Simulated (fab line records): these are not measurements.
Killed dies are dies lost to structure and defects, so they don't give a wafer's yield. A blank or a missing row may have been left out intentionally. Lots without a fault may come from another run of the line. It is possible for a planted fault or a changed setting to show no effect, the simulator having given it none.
Which of the tools did it? | flow gf180mcu | Sampling: 14 lots, 42 wafers, 4 of 602 route steps

== WHAT THE GAUGES READ, wafer by wafer ==
GF_VT_IMPLANT_TW_MEAS_21. Usual: VT_IMPLANT_2_TW gives 1215 (standard deviation 5.9).
lot  | measured     | on            | VT_IMPLANT_2_TW | flag
L902 | day 6 08:11  | film-metro-02 | 1214 1216 1218  |
L903 | day 6 12:58  | film-metro-01 | 1224 1224 1224  |
L904 | day 6 16:53  | film-metro-02 | 1212 1215 1213  |
L906 | day 7 06:20  | film-metro-03 | 1212 1217 1214  |
L907 | day 7 19:16  | film-metro-03 | 1211 1211 1207  |
L908 | day 7 22:11  | film-metro-02 | 1211 1217 1212  |
L909 | day 8 04:55  | film-metro-01 | 1223 1222 1221  |
L915 | day 9 18:14  | film-metro-01 | 1221 1218 1216  |
L916 | day 10 01:34 | film-metro-01 | 1222 1217 1221  |
L918 | day 10 12:41 | film-metro-02 | 1206 1205 1205  |
L920 | day 11 01:41 | film-metro-01 | 1224 1220 1217  |
L923 | day 11 22:47 | film-metro-02 | 1201 1202 1203  |
L924 | day 12 04:49 | film-metro-02 | 1211 1217 1218  |
L925 | day 12 09:10 | film-metro-01 | 1222 1214 1216  |

GF_VT_IMPLANT_RS_MEAS_46: a four-point-probe measurement. Usual: MVSD_RS gives 456.0 ohm/sq (standard deviation 1.2).
lot  | measured     | on            | MVSD_RS (ohm/sq)  | flag
L902 | day 7 15:24  | film-metro-02 | 455.0 455.3 455.4 |
L903 | day 7 21:44  | film-metro-01 | 456.3 454.8 454.8 |
L904 | day 8 00:59  | film-metro-01 | 457.1 456.6 456.6 |
L906 | day 8 15:32  | film-metro-01 | 454.6 453.0 453.9 |
L907 | day 9 05:10  | film-metro-01 | 455.8 457.0 456.6 |
L908 | day 9 08:05  | film-metro-02 | 457.2 457.8 455.6 |
L909 | day 9 16:04  | film-metro-04 | 455.7 455.7 454.5 |
L915 | day 11 07:17 | film-metro-04 | 456.7 456.5 457.0 |
L916 | day 11 13:48 | film-metro-01 | 457.3 455.9 458.1 |
L918 | day 12 02:50 | film-metro-04 | 454.5 455.3 453.4 |
L920 | day 12 16:26 | film-metro-02 | 456.5 456.3 457.2 |
L923 | day 13 14:52 | film-metro-02 | 455.8 456.4 455.7 |
L924 | day 13 21:58 | film-metro-02 | 457.2 457.7 457.5 |
L925 | day 14 02:07 | film-metro-01 | 456.8 457.1 458.0 |

GF_HV_LDD_CD_MEAS_46: the cd target is 400 nm. Usual: cd-nm at 400.5 nm, with a standard deviation of 2.3.
lot  | measured     | on        | cd-nm (nm)        | flag
L902 | day 12 10:08 | cd-sem-01 | 403.0 401.7 401.7 |
L903 | day 12 19:08 | cd-sem-02 | 402.7 403.9 402.0 |
L904 | day 12 22:31 | cd-sem-02 | 401.6 398.3 399.0 |
L906 | day 13 17:26 | cd-sem-02 | 400.1 401.4 400.3 |
L907 | day 14 09:49 | cd-sem-02 | 399.9 399.2 398.8 |
L908 | day 14 16:50 | cd-sem-01 | 405.9 402.6 403.9 |
L909 | day 14 23:20 | cd-sem-01 | 404.3 404.7 405.5 |
L915 | day 16 19:45 | cd-sem-02 | 399.6 399.1 399.4 |
L916 | day 17 04:31 | cd-sem-01 | 395.5 399.9 399.0 |
L918 | day 17 19:05 | cd-sem-02 | 401.8 402.2 400.8 |
L920 | day 18 10:11 | cd-sem-02 | 402.0 402.1 403.6 |
L923 | day 19 13:11 | cd-sem-02 | 401.8 400.2 402.2 |
L924 | day 19 21:41 | cd-sem-02 | 398.6 401.0 399.5 |
L925 | day 20 02:28 | cd-sem-01 | 400.6 400.8 401.3 |

== EACH LOT AND THE TOOL THAT RAN IT (in order: tool; ch and the chambers of the sampled wafers; start) ==
lot  | GF_HV_LDD_IMPLANT_21
L902 | implanter-01 ch 0, day 10 20:05
L903 | implanter-01 ch 0, day 11 03:41
L904 | implanter-01 ch 0, day 11 07:02
L906 | implanter-01 ch 0, day 12 00:58
L907 | implanter-01 ch 0, day 12 15:47
L908 | implanter-02 ch 0, day 12 22:49
L909 | implanter-02 ch 0, day 13 04:29
L915 | implanter-02 ch 0, day 14 23:02
L916 | implanter-02 ch 0, day 15 08:09
L918 | implanter-04 ch 0, day 15 21:54
L920 | implanter-04 ch 0, day 16 12:45
L923 | implanter-01 ch 0, day 17 14:15
L924 | implanter-01 ch 0, day 17 22:02
L925 | implanter-04 ch 0, day 18 02:58
- GF_HV_LDD_IMPLANT_21

== WHAT THE TOOLS THEMSELVES READ (means of the sampled wafers that have a number; where no wafer has one, the mark that the record gives instead) ==
GF_HV_LDD_IMPLANT_21. Usual: end-station-pressure-torr 5.22e-06 Torr, standard deviation 2.5e-07; faraday-current-uA 282, standard deviation 6.2.
lot  | tool         | end-station-pressure-torr (Torr) | faraday-current-uA | flag
L902 | implanter-01 | 5.29e-06                         | 272                |
L903 | implanter-01 | 5.27e-06                         | 281                |
L904 | implanter-01 | 4.88e-06                         | 287                |
L906 | implanter-01 | 5.09e-06                         | 282                |
L907 | implanter-01 | 5.22e-06                         | 282                |
L908 | implanter-02 | 5.10e-06                         | 278                |
L909 | implanter-02 | 5.26e-06                         | 278                |
L915 | implanter-02 | 3.72e-05                         | 267                | OFF
L916 | implanter-02 | 3.67e-05                         | 265                | OFF
L918 | implanter-04 | 5.45e-06                         | 285                |
L920 | implanter-04 | 5.34e-06                         | 284                |
L923 | implanter-01 | 5.42e-06                         | 282                |
L924 | implanter-01 | 4.99e-06                         | 283                |
L925 | implanter-04 | 5.05e-06                         | 282                |

== THE ANSWER, worked out from the rows above alone ==
Rule: lot off if the mean of its wafers having a number is beyond 3 standard deviations from the usual mean. Also off: a lot with no number at a reading for which 4 or more lots have one. All remaining lots with rows at the step are treated as sound. Order of review: gauges by route order, followed by the tools' own readings, for which a lot's mean as printed above is used. At the first step where some lot is off, the reading lying furthest off is the one used; lots without a number count as furthest.
Off: L915, L916 (GF_HV_LDD_IMPLANT_21, end-station-pressure-torr).
A tool fits if, at that step or a process step before it, it ran every lot that is off, and no sound lot after the first of them. One fits: GF_HV_LDD_IMPLANT_21 on implanter-02. A fault onset in the window from L909 (day 13 04:29, its last sound lot) to L915 (day 14 23:02, its first lot off) fits.
On the lots that are off, the tool's own readings at GF_HV_LDD_IMPLANT_21 differ by more than 5 times the standard deviation of the sound lots' means, which bears it out; end-station-pressure-torr reads 3.70e-05 Torr there versus 5.20e-06 Torr on the sound lots.

== WHAT THE SIMULATOR HAD PUT IN ==
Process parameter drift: implanter-02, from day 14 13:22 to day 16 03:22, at GF_HV_LDD_IMPLANT_21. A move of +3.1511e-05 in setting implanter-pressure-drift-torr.
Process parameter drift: implanter-02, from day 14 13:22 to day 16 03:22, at GF_HV_LDD_IMPLANT_21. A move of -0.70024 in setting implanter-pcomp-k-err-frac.
Lots struck among those shown: L915, L916. Same finding as the rule above.
